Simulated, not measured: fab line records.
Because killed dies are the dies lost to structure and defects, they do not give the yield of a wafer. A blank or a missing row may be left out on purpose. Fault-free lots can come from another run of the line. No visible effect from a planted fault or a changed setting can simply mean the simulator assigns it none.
Which tool is to blame? | flow gf180mcu | 72 wafers from 24 lots sampled at 6 of the route's 602 steps

## WHAT THE GAUGES SHOWED, per wafer
GF_SALICIDE_THK_MEAS_05: measures by xrf. Usual: for SALICIDE_TIN_THK the level is 19.89 nm and the standard deviation is 0.23.
lot  | measured     | on            | SALICIDE_TIN_THK (nm) | flag
L074 | day 15 08:18 | film-metro-04 | 20.25 19.89 20.08     |
L075 | day 15 13:53 | film-metro-04 | 19.97 20.02 19.72     |
L076 | day 15 23:32 | film-metro-01 | 20.01 20.04 20.27     |
L077 | day 16 07:07 | film-metro-02 | 19.91 19.80 19.82     |
L078 | day 16 13:55 | film-metro-02 | 19.84 20.16 20.02     |
L079 | day 16 18:02 | film-metro-04 | 19.76 19.69 19.76     |
L080 | day 17 08:18 | film-metro-04 | 19.77 19.96 19.76     |
L081 | day 17 16:26 | film-metro-02 | 19.66 20.17 20.29     |
L082 | day 18 02:46 | film-metro-04 | 19.69 19.71 20.14     |
L083 | day 18 08:22 | film-metro-01 | 19.51 19.65 19.31     |
L084 | day 19 02:06 | film-metro-04 | 19.97 19.86 19.67     |
L085 | day 19 08:44 | film-metro-01 | 19.79 19.90 19.64     |
L086 | day 19 19:13 | film-metro-02 | 19.81 19.96 20.12     |
L087 | day 20 01:28 | film-metro-04 | 19.78 19.64 19.52     |
L088 | day 20 14:18 | film-metro-02 | 19.85 20.33 19.93     |
L089 | day 20 23:43 | film-metro-04 | 19.84 19.77 19.67     |
L090 | day 21 05:12 | film-metro-01 | 20.19 20.28 20.10     |
L091 | day 21 08:43 | film-metro-01 | 19.36 19.86 19.50     |
L092 | day 21 16:27 | film-metro-04 | 19.99 20.14 19.98     |
L093 | day 21 22:28 | film-metro-01 | 19.57 19.97 19.73     |
L094 | day 22 05:55 | film-metro-02 | 20.05 19.74 20.12     |
L095 | day 22 15:43 | film-metro-04 | 19.84 19.83 20.00     |
L096 | day 22 21:50 | film-metro-02 | 19.69 19.70 19.66     |
L097 | day 23 08:20 | film-metro-01 | 20.02 20.13 20.28     |

GF_CONTACT_BOW_MEAS_05. Usual: for CONTACT_BOW the level is 66 um and the standard deviation is 7.
lot  | measured     | on            | CONTACT_BOW (um) | flag
L074 | day 15 09:13 | film-metro-02 | 67 63 67         |
L075 | day 15 14:48 | film-metro-01 | 74 75 66         |
L076 | day 16 00:28 | film-metro-03 | 68 57 61         |
L077 | day 16 08:04 | film-metro-03 | 62 64 64         |
L078 | day 16 14:49 | film-metro-02 | 75 67 73         |
L079 | day 16 18:55 | film-metro-01 | 63 71 60         |
L080 | day 17 09:11 | film-metro-01 | 63 74 61         |
L081 | day 17 17:26 | film-metro-02 | 49 70 52         |
L082 | day 18 03:39 | film-metro-01 | 61 70 79         |
L083 | day 18 09:16 | film-metro-02 | 73 69 61         |
L084 | day 19 03:07 | film-metro-01 | 72 58 58         |
L085 | day 19 09:38 | film-metro-02 | 67 64 60         |
L086 | day 19 20:07 | film-metro-02 | 72 72 72         |
L087 | day 20 02:23 | film-metro-01 | 66 61 65         |
L088 | day 20 15:11 | film-metro-01 | 70 70 61         |
L089 | day 21 00:38 | film-metro-01 | 65 61 61         |
L090 | day 21 06:07 | film-metro-02 | 70 61 60         |
L091 | day 21 09:38 | film-metro-02 | 70 67 58         |
L092 | day 21 18:25 | film-metro-01 | 68 70 72         |
L093 | day 21 23:22 | film-metro-02 | 48 62 67         |
L094 | day 22 06:49 | film-metro-01 | 63 61 60         |
L095 | day 22 16:36 | film-metro-03 | 63 66 42         |
L096 | day 22 22:44 | film-metro-02 | 69 70 62         |
L097 | day 23 09:23 | film-metro-03 | 66 66 64         |

GF_M2_RS_MEAS_05: the measuring method here is four-point-probe. Usual: for M2_ALCU_RS the level is 0.0697 ohm/sq and the standard deviation is 0.00081.
lot  | measured     | on            | M2_ALCU_RS (ohm/sq)  | flag
L074 | day 18 10:01 | film-metro-04 | 0.0696 0.0687 0.0693 |
L075 | day 18 13:56 | film-metro-02 | 0.0703 0.0702 0.0723 |
L076 | day 19 01:30 | film-metro-04 | 0.0710 0.0707 0.0718 |
L077 | day 19 09:15 | film-metro-01 | 0.0695 0.0698 0.0698 |
L078 | day 19 18:44 | film-metro-04 | 0.0692 0.0702 0.0702 |
L079 | day 19 22:36 | film-metro-02 | 0.0706 0.0688 0.0692 |
L080 | day 20 13:18 | film-metro-01 | 0.0690 0.0693 0.0696 |
L081 | day 20 22:45 | film-metro-04 | 0.0694 0.0689 0.0689 |
L082 | day 21 09:37 | film-metro-04 | 0.0709 0.0689 0.0697 |
L083 | day 21 13:27 | film-metro-02 | 0.0695 0.0710 0.0691 |
L084 | day 22 08:50 | film-metro-01 | 0.0698 0.0707 0.0697 |
L085 | day 22 13:33 | film-metro-02 | 0.0684 0.0683 0.0687 |
L086 | day 22 23:54 | film-metro-02 | 0.0683 0.0697 0.0681 |
L087 | day 23 06:32 | film-metro-01 | 0.0691 0.0688 0.0698 |
L088 | day 23 19:10 | film-metro-02 | 0.0700 0.0693 0.0697 |
L089 | day 24 02:13 | film-metro-01 | 0.0700 0.0711 0.0695 |
L090 | day 24 08:10 | film-metro-01 | 0.0687 0.0690 0.0693 |
L091 | day 24 10:50 | film-metro-01 | 0.0698 0.0701 0.0695 |
L092 | day 24 19:19 | film-metro-04 | 0.0698 0.0695 0.0705 |
L093 | day 25 00:03 | film-metro-02 | 0.0703 0.0702 0.0708 |
L094 | day 25 07:02 | film-metro-01 | 0.0704 0.0700 0.0710 |
L095 | day 25 15:27 | film-metro-04 | 0.0692 0.0693 0.0695 |
L096 | day 25 21:25 | film-metro-01 | 0.0697 0.0698 0.0694 |
L097 | day 26 07:14 | film-metro-04 | 0.0689 0.0690 0.0701 |

## WHICH TOOL RAN EACH LOT (tool, then ch and the chambers of the sampled wafers, then the start)
lot  | GF_CONTACT_CVD_02               | GF_V1_SPUTTER_21             | GF_M2_SPUTTER_03
L074 | pecvd-03 ch 0,1,2, day 15 08:44 | pvd-sputter-01, day 18 09:04 | pvd-sputter-02, day 18 09:55
L075 | pecvd-03 ch 0,1,2, day 15 14:20 | pvd-sputter-01, day 18 12:58 | pvd-sputter-04, day 18 13:49
L076 | pecvd-04 ch 1,2, day 16 00:00   | pvd-sputter-02, day 19 00:34 | pvd-sputter-04, day 19 01:26
L077 | pecvd-03 ch 0,1, day 16 07:34   | pvd-sputter-01, day 19 08:17 | pvd-sputter-04, day 19 09:09
L078 | pecvd-03 ch 0,1, day 16 14:21   | pvd-sputter-01, day 19 17:47 | pvd-sputter-02, day 19 18:38
L079 | pecvd-04 ch 1,2, day 16 18:29   | pvd-sputter-04, day 19 21:41 | pvd-sputter-02, day 19 22:32
L080 | pecvd-03 ch 0,1,2, day 17 08:46 | pvd-sputter-02, day 20 12:23 | pvd-sputter-04, day 20 13:14
L081 | pecvd-04 ch 0,2, day 17 16:59   | pvd-sputter-04, day 20 21:49 | pvd-sputter-02, day 20 22:40
L082 | pecvd-02 ch 1,2, day 18 03:13   | pvd-sputter-01, day 21 08:42 | pvd-sputter-04, day 21 09:33
L083 | pecvd-03 ch 0,1,2, day 18 08:50 | pvd-sputter-02, day 21 12:32 | pvd-sputter-04, day 21 13:23
L084 | pecvd-03 ch 0,1,2, day 19 02:40 | pvd-sputter-04, day 22 07:52 | pvd-sputter-03, day 22 08:43
L085 | pecvd-02 ch 1,2, day 19 09:11   | pvd-sputter-02, day 22 12:37 | pvd-sputter-04, day 22 13:28
L086 | pecvd-03 ch 0,1,2, day 19 19:40 | pvd-sputter-01, day 22 22:58 | pvd-sputter-04, day 22 23:49
L087 | pecvd-04 ch 0,1,2, day 20 01:56 | pvd-sputter-02, day 23 05:33 | pvd-sputter-02, day 23 06:25
L088 | pecvd-03 ch 0,1,2, day 20 14:45 | pvd-sputter-04, day 23 18:15 | pvd-sputter-03, day 23 19:06
L089 | pecvd-03 ch 0,2, day 21 00:10   | pvd-sputter-04, day 24 01:15 | pvd-sputter-04, day 24 02:07
L090 | pecvd-04 ch 0,1,2, day 21 05:40 | pvd-sputter-04, day 24 06:58 | pvd-sputter-02, day 24 08:02
L091 | pecvd-02 ch 0,1,2, day 21 09:11 | pvd-sputter-02, day 24 09:52 | pvd-sputter-04, day 24 10:43
L092 | pecvd-03 ch 0,2, day 21 16:54   | pvd-sputter-04, day 24 18:23 | pvd-sputter-02, day 24 19:14
L093 | pecvd-04 ch 0,1,2, day 21 22:56 | pvd-sputter-02, day 24 23:08 | pvd-sputter-03, day 24 23:59
L094 | pecvd-04 ch 0,2, day 22 06:22   | pvd-sputter-04, day 25 06:06 | pvd-sputter-03, day 25 06:57
L095 | pecvd-04 ch 0,1,2, day 22 16:09 | pvd-sputter-01, day 25 14:31 | pvd-sputter-04, day 25 15:22
L096 | pecvd-04 ch 1,2, day 22 22:16   | pvd-sputter-02, day 25 20:28 | pvd-sputter-04, day 25 21:19
L097 | pecvd-04 ch 0,1,2, day 23 08:49 | pvd-sputter-01, day 26 06:15 | pvd-sputter-04, day 26 07:07
- GF_CONTACT_CVD_02: deposits SiO2 from TEOS, target thk 860 nm, time 95.992 s.
- GF_V1_SPUTTER_21: material Ti, target thk 15 nm, time 80.02 s.
- GF_M2_SPUTTER_03: material Ti, target thk 10 nm, time 6.7 s.

## WHAT THE TOOLS THEMSELVES READ (means of the sampled wafers that have a number; where no wafer has one, the mark that the record gives instead)
GF_CONTACT_CVD_02. Usual: heater-power-w 665 W, standard deviation 130; rf-fwd-power-W 596.4 W, standard deviation 1.9.
lot  | tool     | heater-power-w (W) | rf-fwd-power-W (W) | flag
L074 | pecvd-03 | 697                | 597.2              |
L075 | pecvd-03 | 655                | 595.7              |
L076 | pecvd-04 | 651                | 598.1              |
L077 | pecvd-03 | 728                | 596.8              |
L078 | pecvd-03 | 725                | 594.6              |
L079 | pecvd-04 | 659                | 596.6              |
L080 | pecvd-03 | 653                | 597.1              |
L081 | pecvd-04 | 809                | 595.4              |
L082 | pecvd-02 | 667                | 596.7              |
L083 | pecvd-03 | 655                | 596.0              |
L084 | pecvd-03 | 618                | 596.2              |
L085 | pecvd-02 | 723                | 597.7              |
L086 | pecvd-03 | 693                | 595.2              |
L087 | pecvd-04 | 702                | 595.5              |
L088 | pecvd-03 | 599                | 594.6              |
L089 | pecvd-03 | 688                | 597.4              |
L090 | pecvd-04 | 647                | 598.9              |
L091 | pecvd-02 | 668                | 597.0              |
L092 | pecvd-03 | 656                | 596.6              |
L093 | pecvd-04 | 657                | 598.4              |
L094 | pecvd-04 | 780                | 593.7              |
L095 | pecvd-04 | 658                | 595.7              |
L096 | pecvd-04 | 680                | 597.8              |
L097 | pecvd-04 | 634                | 595.8              |

GF_V1_SPUTTER_21. Usual: throttle-valve-pct reads 29.4 % (standard deviation 0.83).
lot  | tool           | throttle-valve-pct (%) | flag
L074 | pvd-sputter-01 | 29.9                   |
L075 | pvd-sputter-01 | 29.7                   |
L076 | pvd-sputter-02 | 29.8                   |
L077 | pvd-sputter-01 | 29.9                   |
L078 | pvd-sputter-01 | 29.8                   |
L079 | pvd-sputter-04 | 28.4                   |
L080 | pvd-sputter-02 | 30.2                   |
L081 | pvd-sputter-04 | 28.2                   |
L082 | pvd-sputter-01 | 30.0                   |
L083 | pvd-sputter-02 | 30.1                   |
L084 | pvd-sputter-04 | 28.5                   |
L085 | pvd-sputter-02 | 29.7                   |
L086 | pvd-sputter-01 | 29.7                   |
L087 | pvd-sputter-02 | 30.6                   |
L088 | pvd-sputter-04 | 28.4                   |
L089 | pvd-sputter-04 | 28.2                   |
L090 | pvd-sputter-04 | 28.9                   |
L091 | pvd-sputter-02 | 29.8                   |
L092 | pvd-sputter-04 | 28.7                   |
L093 | pvd-sputter-02 | 29.9                   |
L094 | pvd-sputter-04 | 28.3                   |
L095 | pvd-sputter-01 | 30.0                   |
L096 | pvd-sputter-02 | 29.9                   |
L097 | pvd-sputter-01 | 29.8                   |

GF_M2_SPUTTER_03. Usual: throttle-valve-pct reads 29.0 % (standard deviation 0.96).
lot  | tool           | throttle-valve-pct (%) | flag
L074 | pvd-sputter-02 | 29.9                   |
L075 | pvd-sputter-04 | 28.6                   |
L076 | pvd-sputter-04 | 28.2                   |
L077 | pvd-sputter-04 | 28.3                   |
L078 | pvd-sputter-02 | 30.6                   |
L079 | pvd-sputter-02 | 30.0                   |
L080 | pvd-sputter-04 | 28.5                   |
L081 | pvd-sputter-02 | 30.2                   |
L082 | pvd-sputter-04 | 28.4                   |
L083 | pvd-sputter-04 | 28.4                   |
L084 | pvd-sputter-03 | 29.6                   |
L085 | pvd-sputter-04 | 28.5                   |
L086 | pvd-sputter-04 | 28.6                   |
L087 | pvd-sputter-02 | 29.8                   |
L088 | pvd-sputter-03 | 29.2                   |
L089 | pvd-sputter-04 | 28.7                   |
L090 | pvd-sputter-02 | 29.8                   |
L091 | pvd-sputter-04 | 28.4                   |
L092 | pvd-sputter-02 | 29.4                   |
L093 | pvd-sputter-03 | 27.7                   |
L094 | pvd-sputter-03 | 29.6                   |
L095 | pvd-sputter-04 | 28.6                   |
L096 | pvd-sputter-04 | 28.7                   |
L097 | pvd-sputter-04 | 28.3                   |

## THE ANSWER, worked out from the rows above alone
Rule: lot off if the mean of its wafers having a number is beyond 3 standard deviations from the usual mean. Also off: a lot with no number at a reading for which 4 or more lots have one. All remaining lots with rows at the step are treated as sound. The gauges are gone through in route order, then the tools' own readings, and for those a lot's mean is taken as printed above. At the first step where some lot is off, the reading lying furthest off is the one used; lots without a number count as furthest.
No lot is off on any of the readings shown, so nothing can be concluded from this.

## WHAT THE SIMULATOR PUT IN
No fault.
